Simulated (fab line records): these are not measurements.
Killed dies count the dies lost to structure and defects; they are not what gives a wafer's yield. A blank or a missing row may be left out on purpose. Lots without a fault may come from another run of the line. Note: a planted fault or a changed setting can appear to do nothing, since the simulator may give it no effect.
Which of the tools did it? | flow sky130 | 30 wafers from 10 lots sampled at 6 of the route's 708 steps

== WHAT THE GAUGES READ, wafer by wafer ==
SKY_RES_PROTECT_TW_MEAS_08. Usual: POLY_GATE_TW typically reads 4017, with standard deviation 45.
lot  | measured     | on            | POLY_GATE_TW   | flag
L358 | day 16 03:11 | film metro-02 | 4024 4012 4026 |
L362 | day 17 13:15 | film metro-04 | 3720 3734 3714 | OFF
L365 | day 18 13:18 | film metro-04 | 3733 3730 3732 | OFF
L370 | day 20 08:23 | film metro-03 | 3990 4005 4006 |
L372 | day 21 05:22 | film metro-02 | 3981 3965 3967 |
L373 | day 21 10:11 | film metro-04 | 4055 4087 4090 |
L374 | day 21 15:42 | film metro-02 | 3987 3971 4006 |
L376 | day 22 08:56 | film metro-04 | 4083 4069 4091 |
L377 | day 23 01:02 | film metro-02 | 3988 3992 3973 |
L379 | day 24 01:10 | film metro-02 | 4001 4011 3998 |

SKY_LDD_N_OVL_MEAS_07. Usual: LDD_N_OVL typically reads -0.4 nm, with standard deviation 1.5.
lot  | measured     | on         | LDD_N_OVL (nm) | flag
L358 | day 18 17:02 | overlay-02 | -0.6 -0.7 -0.3 |
L362 | day 20 08:51 | overlay-01 | 0.3 2.5 0.7    |
L365 | day 21 06:01 | overlay-02 | -0.7 -1.7 -3.0 |
L370 | day 23 03:14 | overlay-01 | -2.4 -1.9 -1.6 |
L372 | day 23 23:57 | overlay-02 | -0.6 0.6 0.4   |
L373 | day 24 03:32 | overlay-02 | -1.6 -1.6 -1.0 |
L374 | day 24 07:47 | overlay-01 | -1.3 -1.1 -0.7 |
L376 | day 25 00:39 | overlay-02 | 0.2 -0.3 -1.7  |
L377 | day 25 16:51 | overlay-01 | -1.9 -2.3 -2.0 |
L379 | day 26 17:09 | overlay-02 | -0.6 -0.3 -0.5 |

== TOOL THAT RAN EACH LOT (tool first, then ch and the chambers of the sampled wafers, then the start) ==
lot  | SKY_VT_ADJUST_NCORE_STRIP_10         | SKY_POLY_GATE_IMPLANT_02        | SKY_RES_PROTECT_STRIP_07             | SKY_POLY_GATE_ETCH_16
L358 | plasma asher-02 ch 0,1, day 9 10:26  | implanter-04 ch 0, day 16 02:56 | plasma asher-04 ch 0,1, day 16 03:05 | rie diel-03 ch 0,3, day 17 09:23
L362 | plasma asher-01 ch 0,1, day 10 12:33 | implanter-04 ch 0, day 17 13:01 | plasma asher-01 ch 0,1, day 17 13:08 | rie diel-02 ch 0,2,3, day 18 22:42
L365 | plasma asher-02 ch 0,1, day 11 09:47 | implanter-04 ch 0, day 18 13:04 | plasma asher-01 ch 1, day 18 13:11   | rie diel-02 ch 1,3, day 19 21:50
L370 | plasma asher-02 ch 1, day 12 18:20   | implanter-01 ch 0, day 20 08:08 | plasma asher-03 ch 1, day 20 08:17   | rie diel-02 ch 1,2, day 21 19:14
L372 | plasma asher-01 ch 0,1, day 13 15:14 | implanter-02 ch 0, day 21 05:08 | plasma asher-03 ch 0,1, day 21 05:16 | rie diel-01 ch 1,2,3, day 22 16:08
L373 | plasma asher-02 ch 0, day 13 15:56   | implanter-02 ch 0, day 21 09:56 | plasma asher-01 ch 0,1, day 21 10:05 | rie diel-02 ch 0,1,2, day 22 19:56
L374 | plasma asher-03 ch 0,1, day 13 23:50 | implanter-01 ch 0, day 21 15:29 | plasma asher-04 ch 0,1, day 21 15:37 | rie diel-03 ch 1,2,3, day 23 00:29
L376 | plasma asher-03 ch 1, day 14 13:07   | implanter-04 ch 0, day 22 08:41 | plasma asher-03 ch 0,1, day 22 08:50 | rie diel-02 ch 0,2, day 23 18:08
L377 | plasma asher-02 ch 1, day 15 05:22   | implanter-01 ch 0, day 23 00:47 | plasma asher-04 ch 0, day 23 00:56   | rie diel-03 ch 0,1, day 24 09:38
L379 | plasma asher-01 ch 0,1, day 16 01:25 | implanter-02 ch 0, day 24 00:56 | plasma asher-03 ch 0,1, day 24 01:04 | rie diel-01 ch 1,3, day 25 09:29
- SKY_VT_ADJUST_NCORE_STRIP_10: strips in O2/N2.
- SKY_POLY_GATE_IMPLANT_02
- SKY_RES_PROTECT_STRIP_07: strips in O2/N2.
- SKY_POLY_GATE_ETCH_16: etches Si3N4 in CH3F/O2, stops on poly-Si, time 147.5 s, target depth 75 nm.

== WHAT THE TOOLS THEMSELVES READ (means of the sampled wafers that have a number; where no wafer has one, the mark that the record gives instead) ==
SKY_VT_ADJUST_NCORE_STRIP_10. Usual: drypump motor current A 5.96 A, standard deviation 0.3; o2 flow sccm 2999 sccm, standard deviation 8.8; oes product au 0.716 a.u., standard deviation 0.0044; strip time to endpoint s 14.19 s, standard deviation 0.043.
lot  | tool            | drypump motor current A (A) | o2 flow sccm (sccm) | oes product au (a.u.) | strip time to endpoint s (s) | flag
L358 | plasma asher-02 | 6.24                        | 2998                | 0.717                 | 14.17                        |
L362 | plasma asher-01 | 5.60                        | 3001                | 0.717                 | 14.14                        |
L365 | plasma asher-02 | 6.14                        | 2992                | 0.719                 | 14.27                        |
L370 | plasma asher-02 | 6.34                        | 2999                | 0.717                 | 14.18                        |
L372 | plasma asher-01 | 5.59                        | 2999                | 0.709                 | 14.17                        |
L373 | plasma asher-02 | 6.03                        | 2998                | 0.720                 | 14.17                        |
L374 | plasma asher-03 | 5.87                        | 2992                | 0.715                 | 14.18                        |
L376 | plasma asher-03 | 6.19                        | 3009                | 0.714                 | 14.12                        |
L377 | plasma asher-02 | 6.30                        | 3006                | 0.714                 | 14.22                        |
L379 | plasma asher-01 | 5.71                        | 3001                | 0.716                 | 14.23                        |

SKY_POLY_GATE_IMPLANT_02. Usual: beam on s 36.5 s, standard deviation 0.99; dose ions cm2 7.702e+15, standard deviation 9.6e+12; end station pressure torr 1.05e-05 Torr, standard deviation 5.8e-07; tilt deg -0.002 degrees, standard deviation 0.019.
lot  | tool         | beam on s (s) | dose ions cm2 | end station pressure torr (Torr) | tilt deg (degrees) | flag
L358 | implanter-04 | 37.5          | 7.710e+15     | 1.04e-05                         | -0.018             |
L362 | implanter-04 | 14.2          | 2.892e+15     | 1.39e-05                         | -0.038             | OFF
L365 | implanter-04 | 14.2          | 2.884e+15     | 1.29e-05                         | 0.009              | OFF
L370 | implanter-01 | 35.8          | 7.710e+15     | 1.09e-05                         | 0.011              |
L372 | implanter-02 | 35.9          | 7.711e+15     | 1.09e-05                         | -0.008             |
L373 | implanter-02 | 35.7          | 7.702e+15     | 1.01e-05                         | -0.030             |
L374 | implanter-01 | 36.1          | 7.706e+15     | 1.05e-05                         | 0.019              |
L376 | implanter-04 | 37.6          | 7.698e+15     | 1.03e-05                         | 0.004              |
L377 | implanter-01 | 36.8          | 7.696e+15     | 1.03e-05                         | 0.007              |
L379 | implanter-02 | 35.6          | 7.698e+15     | 1.06e-05                         | 0.002              |

SKY_RES_PROTECT_STRIP_07. Usual: drypump motor current A 5.97 A, standard deviation 0.27; o2 flow sccm 3001 sccm, standard deviation 11; oes product au 0.517 a.u., standard deviation 0.0042; strip time to endpoint s 23.28 s, standard deviation 0.036.
lot  | tool            | drypump motor current A (A) | o2 flow sccm (sccm) | oes product au (a.u.) | strip time to endpoint s (s) | flag
L358 | plasma asher-04 | 6.15                        | 2996                | 0.517                 | 23.30                        |
L362 | plasma asher-01 | 5.72                        | 3009                | 0.574                 | 19.43                        | OFF
L365 | plasma asher-01 | 5.49                        | 2998                | 0.575                 | 19.45                        | OFF
L370 | plasma asher-03 | 6.15                        | 3000                | 0.519                 | 23.29                        |
L372 | plasma asher-03 | 5.86                        | 3015                | 0.516                 | 23.25                        |
L373 | plasma asher-01 | 5.58                        | 2999                | 0.515                 | 23.33                        |
L374 | plasma asher-04 | 6.19                        | 2999                | 0.519                 | 23.27                        |
L376 | plasma asher-03 | 5.87                        | 3005                | 0.514                 | 23.28                        |
L377 | plasma asher-04 | 6.25                        | 2989                | 0.518                 | 23.34                        |
L379 | plasma asher-03 | 5.87                        | 3000                | 0.517                 | 23.27                        |

SKY_POLY_GATE_ETCH_16. Usual: bias w 79.94 W, standard deviation 0.26; drypump motor current A 6.0 A, standard deviation 0.57; oes product au 0.639 a.u., standard deviation 0.0052; throttle valve pct 10.534 %, standard deviation 0.0092.
lot  | tool        | bias w (W) | drypump motor current A (A) | oes product au (a.u.) | throttle valve pct (%) | flag
L358 | rie diel-03 | 80.08      | 6.2                         | 0.644                 | 10.527                 |
L362 | rie diel-02 | 79.83      | 6.1                         | 0.634                 | 10.539                 |
L365 | rie diel-02 | 79.79      | 6.0                         | 0.638                 | 10.541                 |
L370 | rie diel-02 | 80.10      | 5.0                         | 0.637                 | 10.533                 |
L372 | rie diel-01 | 79.81      | 5.9                         | 0.637                 | 10.525                 |
L373 | rie diel-02 | 79.99      | 5.5                         | 0.643                 | 10.541                 |
L374 | rie diel-03 | 80.14      | 6.3                         | 0.646                 | 10.537                 |
L376 | rie diel-02 | 79.92      | 5.7                         | 0.633                 | 10.532                 |
L377 | rie diel-03 | 80.23      | 6.4                         | 0.641                 | 10.536                 |
L379 | rie diel-01 | 79.68      | 6.1                         | 0.644                 | 10.541                 |

== THE ANSWER, worked out from the rows above alone ==
Rule: a lot is off if the mean of its wafers that have a number lies more than 3 standard deviations from the usual mean. Also off: a lot with no number at a reading for which 4 or more lots have one. Any other lot the step has rows for is counted as sound. After the gauges, taken in route order, come the tools' own readings; for these a lot's mean is taken, as printed above. The first step at which some lot is off is used, and at that step the reading that is off furthest; a lot without a number counts as furthest.
Off: at SKY_RES_PROTECT_TW_MEAS_08 (POLY_GATE_TW), L362, L365.
A tool fits if, at a process step before that reading, it ran every lot that is off, and no sound lot after the first of them. Not tried: the gauges at SKY_RES_PROTECT_TW_MEAS_08; whatever is off there is also off at SKY_POLY_GATE_IMPLANT_02, on other tools, and gauge error can't account for it. Not one of the candidates tried fits.

== WHAT HAD BEEN PUT IN BY THE SIMULATOR ==
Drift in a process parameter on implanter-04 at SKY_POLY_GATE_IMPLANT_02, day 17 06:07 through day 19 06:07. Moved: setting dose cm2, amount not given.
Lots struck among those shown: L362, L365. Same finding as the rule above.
